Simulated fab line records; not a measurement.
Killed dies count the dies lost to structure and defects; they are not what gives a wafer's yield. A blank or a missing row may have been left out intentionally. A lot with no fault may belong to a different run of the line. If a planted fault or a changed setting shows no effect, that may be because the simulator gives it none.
A lot that was struck, set against a sound lot    flow sky130    22 out of 708 route steps
Sound: these wafers, L587.3, L587.5, L587.6. The struck wafers were L597.1, L597.2, L597.5. The cause comes at the end.
At each step with rows: each side's tool, then ch and its chambers, then its first start. Under that, the readings that differ: sound wafers    struck wafers    difference of the means    sigmas: that difference in standard deviations of wafers without a fault.
alike: words and numbers the same on both sides, and readings whose means are apart by under 2 such deviations; not compared: readings that were withheld, readings missing a value for some wafer, numbers with overlapping values and no deviation given by the record, and bounds like >300 which may hide the same value.
A row with sigmas, a row that says differs or no value, or rows on one side alone: a step with any of these is where the two part. Non-overlapping numbers with no deviation appear without sigmas and do not part them. A reading missing from all wafers of one side parts the sides only when that side holds two or more wafers.

SKY_POLY_GATE_THK_MEAS_21:
  sound on film metro-02, day 17 13:54; struck on film metro-03, day 21 05:34
  alike: POLY_GATE_OXIDATION_THK
SKY_POLY_GATE_CD_MEAS_22:
  sound on cd sem-01, day 17 14:00; struck on cd sem-01, day 21 05:37
  alike: cd nm
then, 7 steps without rows for these wafers: SKY_LDD_N_DEHYDRATE_00 (time 60 s); SKY_LDD_N_HMDS_01 (prime time 60 s); SKY_LDD_N_COAT_02 (resist thk 300 nm); SKY_LDD_N_SOFTBAKE_03 (time 60 s); SKY_LDD_N_EXPOSE_04 (exposes mask NTM, target cd 840 nm); SKY_LDD_N_PEB_05; SKY_LDD_N_DEVELOP_06 (develop time 60 s).
SKY_LDD_N_OVL_MEAS_07:
  sound on overlay-01, day 18 21:19; struck on overlay-01, day 22 12:40
  alike: LDD_N_OVL
then, 2 steps without rows for these wafers: SKY_LDD_N_IMPLANT_08; SKY_LDD_N_IMPLANT_09.
SKY_LDD_N_IMPLANT_10:
  sound on implanter-04 ch 0, day 18 21:42; struck on implanter-04 ch 0, day 22 13:00
reading             sound                          struck                         difference  sigmas
dose ions cm2       7.494e+13 7.489e+13 7.503e+13  4.725e+13 4.732e+13 4.728e+13  -2.767e+13  -99 or more
faraday current uA  427 427 414                    260 274 268                    -155        -18
then, 5 steps without rows for these wafers: SKY_LDD_N_IMPLANT_11; SKY_LDD_N_IMPLANT_12; SKY_LDD_N_IMPLANT_13; SKY_LDD_N_IMPLANT_14; SKY_LDD_N_IMPLANT_15.
SKY_LDD_N_STRIP_16: strips in O2/N2.
  sound on plasma asher-01 ch 0,1, day 18 22:35; struck on plasma asher-03 ch 0,1, day 22 13:54
reading                       sound              struck             difference  sigmas
strip time to endpoint s (s)  4.347 4.346 4.336  4.242 4.229 4.225  -0.111      -8
  alike: drypump motor current A, oes product au
  not compared: rf hours counter h
SKY_LDD_N_TW_MEAS_17:
  sound on film metro-03, day 18 22:40; struck on film metro-03, day 22 14:00
reading   sound           struck          difference  sigmas
LDD_N_TW  2590 2594 2576  2542 2548 2549  -40         -4
then, 1 step without rows for these wafers: SKY_LDD_P_DEHYDRATE_00 (time 60 s).
-- here the record skips 26 days between the struck wafers' starts before and after, leaving off in module LDD_P and picking up in module PAD_OPEN (first step shown: number 708 of the route) --
SKY_PAD_OPEN_PROBE_99:
  sound on prober-02, day 46 14:20; struck on prober-01, day 48 22:56
reading                      sound              struck           difference  sigmas
killed dies                  74 72 63           88 100 90        +23         +2
killed short                 32 40 26           46 54 45         +16         +2
model.etest.tip n.rs ohm sq  441.5 443.4 442.7  470 468.8 469.7  +27         
  alike: killed_at_M0_to_M3, killed_at_M4_up, killed at contacts, killed at front end, killed at other, killed open

WHERE THEY PART
At SKY_LDD_N_IMPLANT_10 first; at SKY_PAD_OPEN_PROBE_99 last (within this record only).

WHY: what had been put in by the simulator
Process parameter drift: implanter-04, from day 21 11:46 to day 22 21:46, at SKY_LDD_N_IMPLANT_10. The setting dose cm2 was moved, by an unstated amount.
